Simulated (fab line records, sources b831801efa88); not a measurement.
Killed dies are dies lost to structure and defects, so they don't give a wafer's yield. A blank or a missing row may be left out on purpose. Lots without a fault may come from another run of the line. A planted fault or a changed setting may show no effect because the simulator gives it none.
Problem report in the 8D (eight disciplines) form, filled by code | flow gf180mcu | the parts of the form that need people (team, actions taken, sign-off) are left out

1. THE PROBLEM
run_length_s at GF_CONTACT_SOFTBAKE_10 reads a mean of 94.02 s on 6 wafers of 2 lots; wafers without a fault read 88.93 s with a standard deviation of 0.16. That is +32 standard deviations from the usual mean.
The step: time 60 s.
First seen on wafer L390.1, day 22 12:00, on litho_track-03. The record holds 42 wafers of 14 lots with a number at this step. Rule for "out", or "out of limits": more than 4 standard deviations from the usual mean. The other wafers with a number count as sound.

2. WHAT IT IS AND WHAT IT IS NOT
question                    | is                     | is not
which readings at this step | run_length_s           | -
which lots                  | L390, L391             | L375, L376, L377, L378, L379, L380, L381, L382, L388, L389, L392, L394
which wafers of those lots  | all that have a number | -
read on which tools         | litho_track-03         | litho_track-01, litho_track-02
when                        | from day 22 12:00      | up to then (30 sound wafers); but 6 sound wafers of L392, L394 came after

3. SUSPECTS, AND WHAT RULES EACH OUT
Counting: a tool at a process step up to the reading stays a suspect if it ran every lot that is out and no sound lot after the first of them.
- litho_track-03 at GF_CONTACT_SOFTBAKE_10 (time 60 s): kept. It ran every lot that is out, first L390 (day 22 12:00), and no sound lot after that; its last sound lot up to then is L377 (day 17 14:00). Its own readings are out on those wafers: run_length_s.
Left after counting: litho_track-03 at GF_CONTACT_SOFTBAKE_10.

4. THE CAUSE (what the simulator had put in)
Process parameter drift: litho_track-03, from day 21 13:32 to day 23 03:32, at GF_CONTACT_SOFTBAKE_10. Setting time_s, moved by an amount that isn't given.
Counting left only this tool.

5. THE CHAIN OF EFFECTS, in route order
Each row: a reading whose mean over the struck wafers that have a number lies more than 3 standard deviations from the usual. Only readings for which the record gives a usual standard deviation are gone through. hours: the time from each lot's start at the first step in this table that gives one to its start at this step, as a median over the lots. sigmas: the change in usual standard deviations.
hours | step                   | reading      | usual   | on struck wafers | change | sigmas
0     | GF_CONTACT_SOFTBAKE_10 | run_length_s | 88.93 s | 94.02            | +5.09  | +32
The process steps in it:
- GF_CONTACT_SOFTBAKE_10: time 60 s.

6. WHAT WOULD HAVE CAUGHT IT SOONER
In this record the first reading out of limits was taken at day 22 12:00, 22 hours after the fault began at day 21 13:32.
